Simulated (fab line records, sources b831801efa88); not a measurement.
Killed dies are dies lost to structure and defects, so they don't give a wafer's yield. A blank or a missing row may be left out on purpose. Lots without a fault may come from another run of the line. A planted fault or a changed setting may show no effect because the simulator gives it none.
Which tool did it? | flow gf180mcu | 13 lots, 39 wafers sampled, at 3 steps of a route of 602

WHAT THE GAUGES READ, wafer by wafer
GF_M4_OVL_MEAS_15. Usual: M4_OVL 0 nm, standard deviation 4.8.
lot  | measured     | on         | M4_OVL (nm) | flag
L707 | day 23 15:09 | overlay-02 | -3 -4 1     |
L708 | day 23 22:49 | overlay-01 | 0 -3 4      |
L709 | day 24 04:58 | overlay-01 | 2 -2 4      |
L710 | day 24 16:13 | overlay-02 | -10 -6 -8   |
L711 | day 25 01:01 | overlay-02 | -3 -3 -4    |
L712 | day 25 11:01 | overlay-01 | 6 2 5       |
L713 | day 25 16:40 | overlay-01 | 3 -2 0      |
L716 | day 26 16:40 | overlay-01 | 5 1 5       |
L718 | day 27 09:28 | overlay-01 | 0 3 6       |
L719 | day 27 19:15 | overlay-02 | -3 -6 -3    |
L725 | day 29 13:52 | overlay-02 | -2 -4 -7    |
L727 | day 30 01:46 | overlay-02 | -9 -10 -5   |
L730 | day 30 23:31 | overlay-02 | 3 2 1       |

WHICH TOOL RAN EACH LOT (tool, then ch and the chambers of the sampled wafers, then the start)
lot  | GF_V2_SPUTTER_21             | GF_M4_SPUTTER_03
L707 | pvd_sputter-04, day 20 09:58 | pvd_sputter-02, day 22 16:08
L708 | pvd_sputter-01, day 20 19:01 | pvd_sputter-04, day 22 23:11
L709 | pvd_sputter-01, day 21 02:46 | pvd_sputter-04, day 23 06:38
L710 | pvd_sputter-01, day 21 13:32 | pvd_sputter-04, day 23 17:40
L711 | pvd_sputter-04, day 22 00:04 | pvd_sputter-03, day 24 02:34
L712 | pvd_sputter-01, day 22 10:52 | pvd_sputter-03, day 24 13:11
L713 | pvd_sputter-01, day 22 17:25 | pvd_sputter-02, day 24 19:04
L716 | pvd_sputter-02, day 23 20:07 | pvd_sputter-02, day 25 20:12
L718 | pvd_sputter-04, day 24 13:56 | pvd_sputter-04, day 26 12:37
L719 | pvd_sputter-04, day 25 00:04 | pvd_sputter-02, day 26 22:37
L725 | pvd_sputter-04, day 26 23:55 | pvd_sputter-03, day 28 18:36
L727 | pvd_sputter-04, day 27 08:22 | pvd_sputter-02, day 29 06:36
L730 | pvd_sputter-04, day 28 12:04 | pvd_sputter-02, day 30 05:08
- GF_V2_SPUTTER_21: material Ti, target thk 15 nm, time 80.02 s.
- GF_M4_SPUTTER_03: material Ti, target thk 10 nm, time 6.7 s.

WHAT THE TOOLS THEMSELVES READ (means of the sampled wafers that have a number; where no wafer has one, the mark that the record gives instead)
GF_V2_SPUTTER_21. Usual: throttle_valve_pct 29.8 %, standard deviation 0.85.
lot  | tool           | throttle_valve_pct (%) | flag
L707 | pvd_sputter-04 | 29.9                   |
L708 | pvd_sputter-01 | 28.9                   |
L709 | pvd_sputter-01 | 30.3                   |
L710 | pvd_sputter-01 | 29.7                   |
L711 | pvd_sputter-04 | 30.0                   |
L712 | pvd_sputter-01 | 29.8                   |
L713 | pvd_sputter-01 | 30.0                   |
L716 | pvd_sputter-02 | 30.8                   |
L718 | pvd_sputter-04 | 30.0                   |
L719 | pvd_sputter-04 | 29.4                   |
L725 | pvd_sputter-04 | 30.0                   |
L727 | pvd_sputter-04 | 29.5                   |
L730 | pvd_sputter-04 | 29.4                   |

GF_M4_SPUTTER_03. Usual: throttle_valve_pct 29.8 %, standard deviation 0.67.
lot  | tool           | throttle_valve_pct (%) | flag
L707 | pvd_sputter-02 | 30.0                   |
L708 | pvd_sputter-04 | 29.2                   |
L709 | pvd_sputter-04 | 30.2                   |
L710 | pvd_sputter-04 | 29.4                   |
L711 | pvd_sputter-03 | 29.6                   |
L712 | pvd_sputter-03 | 29.3                   |
L713 | pvd_sputter-02 | 29.4                   |
L716 | pvd_sputter-02 | 30.4                   |
L718 | pvd_sputter-04 | 29.4                   |
L719 | pvd_sputter-02 | 30.3                   |
L725 | pvd_sputter-03 | 29.7                   |
L727 | pvd_sputter-02 | 29.6                   |
L730 | pvd_sputter-02 | 30.1                   |

THE ANSWER, worked out from the rows above alone
Rule: a lot is off if the mean of its wafers that have a number lies more than 3 standard deviations from the usual mean. A lot without any number at a reading at which 4 lots or more have one is off too. The other lots that the step has rows for count as sound. The gauges are gone through in route order, then the tools' own readings, and for those a lot's mean is taken as printed above. The first step at which some lot is off is used, and at that step the reading that is off furthest; a lot without a number counts as furthest.
No lot is off at any reading shown: from this, nothing can be told.

WHAT THE SIMULATOR HAD PUT IN
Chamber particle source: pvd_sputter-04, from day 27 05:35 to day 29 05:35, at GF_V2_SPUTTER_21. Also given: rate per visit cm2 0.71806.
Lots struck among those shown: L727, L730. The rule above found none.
